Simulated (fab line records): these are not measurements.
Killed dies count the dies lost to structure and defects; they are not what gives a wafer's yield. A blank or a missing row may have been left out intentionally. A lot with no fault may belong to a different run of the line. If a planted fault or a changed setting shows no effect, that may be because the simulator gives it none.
Which tool did it? / flow sky130 / 12 lots, 36 wafers sampled, at 5 steps of a route of 708

== WHAT EACH GAUGE READ, for each wafer ==
SKY_NWELL_TW_MEAS_26. Usual: for NWELL_2_TW the level is 496 and the standard deviation is 3.4.
lot=L329; measured=day 5 08:10; on=film_metro-04; NWELL_2_TW=501 499 497; flag=
lot=L330; measured=day 5 15:22; on=film_metro-03; NWELL_2_TW=497 495 494; flag=
lot=L331; measured=day 5 22:56; on=film_metro-01; NWELL_2_TW=492 494 494; flag=
lot=L332; measured=day 6 03:16; on=film_metro-03; NWELL_2_TW=496 494 498; flag=
lot=L333; measured=day 6 07:32; on=film_metro-01; NWELL_2_TW=494 494 491; flag=
lot=L334; measured=day 6 15:05; on=film_metro-03; NWELL_2_TW=495 496 495; flag=
lot=L336; measured=day 7 01:31; on=film_metro-03; NWELL_2_TW=494 493 494; flag=
lot=L343; measured=day 8 22:52; on=film_metro-04; NWELL_2_TW=829 832 828; flag=OFF
lot=L344; measured=day 9 03:12; on=film_metro-01; NWELL_2_TW=813 817 820; flag=OFF
lot=L345; measured=day 9 16:28; on=film_metro-04; NWELL_2_TW=830 827 829; flag=OFF
lot=L350; measured=day 11 06:40; on=film_metro-04; NWELL_2_TW=499 500 499; flag=
lot=L351; measured=day 11 14:13; on=film_metro-04; NWELL_2_TW=497 498 499; flag=

SKY_NWELL_RS_MEAS_31: the measuring method here is four-point-probe. Usual: for PWDE_RS the level is 5275 ohm/sq and the standard deviation is 18.
lot=L329; measured=day 5 08:39; on=film_metro-04; PWDE_RS (ohm/sq)=5269 5267 5273; flag=
lot=L330; measured=day 5 15:51; on=film_metro-01; PWDE_RS (ohm/sq)=5253 5272 5273; flag=
lot=L331; measured=day 5 23:25; on=film_metro-01; PWDE_RS (ohm/sq)=5267 5260 5258; flag=
lot=L332; measured=day 6 03:43; on=film_metro-03; PWDE_RS (ohm/sq)=5304 5295 5285; flag=
lot=L333; measured=day 6 07:59; on=film_metro-03; PWDE_RS (ohm/sq)=5308 5277 5301; flag=
lot=L334; measured=day 6 15:32; on=film_metro-01; PWDE_RS (ohm/sq)=5273 5270 5282; flag=
lot=L336; measured=day 7 01:58; on=film_metro-01; PWDE_RS (ohm/sq)=5284 5273 5285; flag=
lot=L343; measured=day 8 23:19; on=film_metro-01; PWDE_RS (ohm/sq)=5272 5266 5257; flag=
lot=L344; measured=day 9 03:40; on=film_metro-01; PWDE_RS (ohm/sq)=5291 5292 5290; flag=
lot=L345; measured=day 9 16:55; on=film_metro-01; PWDE_RS (ohm/sq)=5286 5279 5271; flag=
lot=L350; measured=day 11 07:07; on=film_metro-01; PWDE_RS (ohm/sq)=5252 5272 5270; flag=
lot=L351; measured=day 11 14:41; on=film_metro-03; PWDE_RS (ohm/sq)=5292 5315 5305; flag=

SKY_VT_ADJUST_HVTP_OVL_MEAS_08. Usual: for VT_ADJUST_HVTP_OVL the level is 1.0 nm and the standard deviation is 1.4.
lot=L329; measured=day 6 02:40; on=overlay-02; VT_ADJUST_HVTP_OVL (nm)=0.3 0.8 -0.4; flag=
lot=L330; measured=day 6 10:17; on=overlay-02; VT_ADJUST_HVTP_OVL (nm)=-0.7 0.4 -0.3; flag=
lot=L331; measured=day 6 16:49; on=overlay-02; VT_ADJUST_HVTP_OVL (nm)=0.2 0.4 0.6; flag=
lot=L332; measured=day 6 20:58; on=overlay-02; VT_ADJUST_HVTP_OVL (nm)=1.7 3.4 2.2; flag=
lot=L333; measured=day 7 01:07; on=overlay-02; VT_ADJUST_HVTP_OVL (nm)=0.1 0.9 -0.7; flag=
lot=L334; measured=day 7 11:22; on=overlay-02; VT_ADJUST_HVTP_OVL (nm)=0.0 2.5 0.0; flag=
lot=L336; measured=day 7 21:52; on=overlay-01; VT_ADJUST_HVTP_OVL (nm)=0.1 1.0 -0.3; flag=
lot=L343; measured=day 9 20:17; on=overlay-01; VT_ADJUST_HVTP_OVL (nm)=0.8 2.2 1.4; flag=
lot=L344; measured=day 10 00:20; on=overlay-01; VT_ADJUST_HVTP_OVL (nm)=1.2 3.4 4.5; flag=
lot=L345; measured=day 10 14:44; on=overlay-02; VT_ADJUST_HVTP_OVL (nm)=-0.2 2.3 0.0; flag=
lot=L350; measured=day 12 05:47; on=overlay-02; VT_ADJUST_HVTP_OVL (nm)=-1.3 0.9 0.1; flag=
lot=L351; measured=day 12 13:25; on=overlay-01; VT_ADJUST_HVTP_OVL (nm)=0.4 1.0 0.5; flag=

== WHAT TOOL EACH LOT RAN ON (gives the tool, then ch and the chambers of the sampled wafers, and finally the start) ==
lot=L329; SKY_NWELL_STRIP_14=plasma_asher-04 ch 0,1, day 4 14:48; SKY_NWELL_IMPLANT_24=implanter-01 ch 0, day 5 07:58
lot=L330; SKY_NWELL_STRIP_14=plasma_asher-04 ch 0,1, day 4 21:43; SKY_NWELL_IMPLANT_24=implanter-01 ch 0, day 5 15:10
lot=L331; SKY_NWELL_STRIP_14=plasma_asher-03 ch 0,1, day 5 04:06; SKY_NWELL_IMPLANT_24=implanter-04 ch 0, day 5 22:43
lot=L332; SKY_NWELL_STRIP_14=plasma_asher-02 ch 0,1, day 5 08:41; SKY_NWELL_IMPLANT_24=implanter-03 ch 0, day 6 03:01
lot=L333; SKY_NWELL_STRIP_14=plasma_asher-03 ch 0,1, day 5 12:31; SKY_NWELL_IMPLANT_24=implanter-03 ch 0, day 6 07:17
lot=L334; SKY_NWELL_STRIP_14=plasma_asher-02 ch 0, day 5 20:47; SKY_NWELL_IMPLANT_24=implanter-03 ch 0, day 6 14:51
lot=L336; SKY_NWELL_STRIP_14=plasma_asher-04 ch 0,1, day 6 08:05; SKY_NWELL_IMPLANT_24=implanter-04 ch 0, day 7 01:16
lot=L343; SKY_NWELL_STRIP_14=plasma_asher-02 ch 0,1, day 8 01:07; SKY_NWELL_IMPLANT_24=implanter-04 ch 0, day 8 22:37
lot=L344; SKY_NWELL_STRIP_14=plasma_asher-02 ch 0,1, day 8 05:31; SKY_NWELL_IMPLANT_24=implanter-04 ch 0, day 9 02:58
lot=L345; SKY_NWELL_STRIP_14=plasma_asher-03 ch 0,1, day 8 18:28; SKY_NWELL_IMPLANT_24=implanter-04 ch 0, day 9 16:13
lot=L350; SKY_NWELL_STRIP_14=plasma_asher-04 ch 0,1, day 10 08:17; SKY_NWELL_IMPLANT_24=implanter-01 ch 0, day 11 06:25
lot=L351; SKY_NWELL_STRIP_14=plasma_asher-03 ch 0,1, day 10 15:24; SKY_NWELL_IMPLANT_24=implanter-01 ch 0, day 11 13:59
- SKY_NWELL_STRIP_14: strips in O2/N2.
- SKY_NWELL_IMPLANT_24

== WHAT THE TOOLS THEMSELVES READ (means of the sampled wafers that have a number; where no wafer has one, the mark that the record gives instead) ==
SKY_NWELL_STRIP_14. Usual: drypump_motor_current_A 5.9 A, standard deviation 0.51; oes_product_au 0.723 a.u., standard deviation 0.0053; strip_time_to_endpoint_s 36.98 s, standard deviation 0.094.
lot=L329; tool=plasma_asher-04; drypump_motor_current_A (A)=5.8; oes_product_au (a.u.)=0.723; strip_time_to_endpoint_s (s)=37.02; flag=
lot=L330; tool=plasma_asher-04; drypump_motor_current_A (A)=5.4; oes_product_au (a.u.)=0.721; strip_time_to_endpoint_s (s)=37.01; flag=
lot=L331; tool=plasma_asher-03; drypump_motor_current_A (A)=6.2; oes_product_au (a.u.)=0.725; strip_time_to_endpoint_s (s)=37.02; flag=
lot=L332; tool=plasma_asher-02; drypump_motor_current_A (A)=5.7; oes_product_au (a.u.)=0.726; strip_time_to_endpoint_s (s)=37.02; flag=
lot=L333; tool=plasma_asher-03; drypump_motor_current_A (A)=6.1; oes_product_au (a.u.)=0.724; strip_time_to_endpoint_s (s)=37.08; flag=
lot=L334; tool=plasma_asher-02; drypump_motor_current_A (A)=5.4; oes_product_au (a.u.)=0.719; strip_time_to_endpoint_s (s)=36.91; flag=
lot=L336; tool=plasma_asher-04; drypump_motor_current_A (A)=5.5; oes_product_au (a.u.)=0.718; strip_time_to_endpoint_s (s)=36.90; flag=
lot=L343; tool=plasma_asher-02; drypump_motor_current_A (A)=5.7; oes_product_au (a.u.)=0.726; strip_time_to_endpoint_s (s)=36.86; flag=
lot=L344; tool=plasma_asher-02; drypump_motor_current_A (A)=5.8; oes_product_au (a.u.)=0.727; strip_time_to_endpoint_s (s)=36.96; flag=
lot=L345; tool=plasma_asher-03; drypump_motor_current_A (A)=6.2; oes_product_au (a.u.)=0.721; strip_time_to_endpoint_s (s)=37.12; flag=
lot=L350; tool=plasma_asher-04; drypump_motor_current_A (A)=5.4; oes_product_au (a.u.)=0.722; strip_time_to_endpoint_s (s)=36.92; flag=
lot=L351; tool=plasma_asher-03; drypump_motor_current_A (A)=5.8; oes_product_au (a.u.)=0.721; strip_time_to_endpoint_s (s)=36.87; flag=

SKY_NWELL_IMPLANT_24. Usual: dose_ions_cm2 9.2e+12, standard deviation 9.1e+09; faraday_current_uA 51.8, standard deviation 1.1.
lot=L329 tool=implanter-01 dose_ions_cm2=9.2e+12 faraday_current_uA=51.4 flag=
lot=L330 tool=implanter-01 dose_ions_cm2=9.2e+12 faraday_current_uA=51.4 flag=
lot=L331 tool=implanter-04 dose_ions_cm2=9.2e+12 faraday_current_uA=51.7 flag=
lot=L332 tool=implanter-03 dose_ions_cm2=9.2e+12 faraday_current_uA=52.5 flag=
lot=L333 tool=implanter-03 dose_ions_cm2=9.2e+12 faraday_current_uA=52.0 flag=
lot=L334 tool=implanter-03 dose_ions_cm2=9.2e+12 faraday_current_uA=50.7 flag=
lot=L336 tool=implanter-04 dose_ions_cm2=9.2e+12 faraday_current_uA=52.7 flag=
lot=L343 tool=implanter-04 dose_ions_cm2=4.6e+13 faraday_current_uA=256.9 flag=OFF
lot=L344 tool=implanter-04 dose_ions_cm2=4.6e+13 faraday_current_uA=259.9 flag=OFF
lot=L345 tool=implanter-04 dose_ions_cm2=4.6e+13 faraday_current_uA=259.3 flag=OFF
lot=L350 tool=implanter-01 dose_ions_cm2=9.2e+12 faraday_current_uA=52.2 flag=
lot=L351 tool=implanter-01 dose_ions_cm2=9.2e+12 faraday_current_uA=51.6 flag=

== THE ANSWER, worked out from the rows above alone ==
Rule: lot off if the mean of its wafers having a number is beyond 3 standard deviations from the usual mean. A lot without any number at a reading at which 4 lots or more have one is off too. Any other lot the step has rows for is counted as sound. After the gauges, taken in route order, come the tools' own readings; for these a lot's mean is taken, as printed above. The first step at which some lot is off is used, and at that step the reading that is off furthest; a lot without a number counts as furthest.
Off: L343, L344, L345, at SKY_NWELL_TW_MEAS_26 (NWELL_2_TW).
A tool fits if, at a process step before that reading, it ran every lot that is off, and no sound lot after the first of them. Not tried: the gauges at SKY_NWELL_TW_MEAS_26; whatever is off there is also off at SKY_NWELL_IMPLANT_24, on other tools, and gauge error can't account for it. One fits: implanter-04 at SKY_NWELL_IMPLANT_24. Its last sound lot is L336 (day 7 01:16), its first lot that is off L343 (day 8 22:37): a fault that began between those two fits.
The tool's own readings at SKY_NWELL_IMPLANT_24 bear it out: on the lots that are off they differ by more than 5 times the standard deviation of the sound lots' means. dose_ions_cm2 reads 4.6e+13 there against 9.2e+12 on the sound lots; faraday_current_uA reads 258.7 there against 51.8 on the sound lots.

== WHAT HAD BEEN PUT IN BY THE SIMULATOR ==
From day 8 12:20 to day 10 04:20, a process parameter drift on implanter-04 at SKY_NWELL_IMPLANT_24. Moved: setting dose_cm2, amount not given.
Struck lots among those shown: L343, L344, L345. The rule above found the same.
